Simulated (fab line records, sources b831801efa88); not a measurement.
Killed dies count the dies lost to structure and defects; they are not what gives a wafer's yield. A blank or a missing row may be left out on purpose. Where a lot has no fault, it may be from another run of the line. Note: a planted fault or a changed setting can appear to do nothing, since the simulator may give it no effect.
Which tool was responsible? | flow gf180mcu | route of 602 steps, sampled at 1 step: 6 lots, 18 wafers

WHAT THE GAUGES READ, wafer by wafer
GF_M2_CD_MEAS_14 targets a cd of 280 nm.
lot  | measured     | on       | cdNm (nm)
L359 | day 21 05:29 | cdSem-01 | 281.1 281.4 281.8
L362 | day 22 10:48 | cdSem-01 | 279.5 280.6 280.3
L369 | day 24 17:39 | cdSem-02 | 281.6 281.3 281.4
L372 | day 25 16:10 | cdSem-02 | 276.7 277.9 277.5
L374 | day 26 02:37 | cdSem-01 | 278.4 279.9 278.5
L376 | day 26 20:14 | cdSem-01 | 280.9 281.7 281.9

WHAT TOOL EACH LOT RAN ON (gives the tool, then ch and the chambers of the sampled wafers, and finally the start)
The record holds no process step before these readings.

THE ANSWER, worked out from the rows above alone
Rule: what is usual is taken from the lots themselves. Put in order of their means at a reading, lots are off if they are a third of the lots or fewer, leave a main group of 4 or more, and stand apart from it by a gap of 3 or more times the standard deviation of the main group's means; of several such gaps the widest counts. Not used: any main group whose means are identical at the precision the tables above print for the reading. A lot without any number at a reading at which 4 lots or more have one is off too. All remaining lots with rows at the step are treated as sound.
Nothing can be told from this: no lot is off at any reading shown.

WHAT THE SIMULATOR HAD INSERTED
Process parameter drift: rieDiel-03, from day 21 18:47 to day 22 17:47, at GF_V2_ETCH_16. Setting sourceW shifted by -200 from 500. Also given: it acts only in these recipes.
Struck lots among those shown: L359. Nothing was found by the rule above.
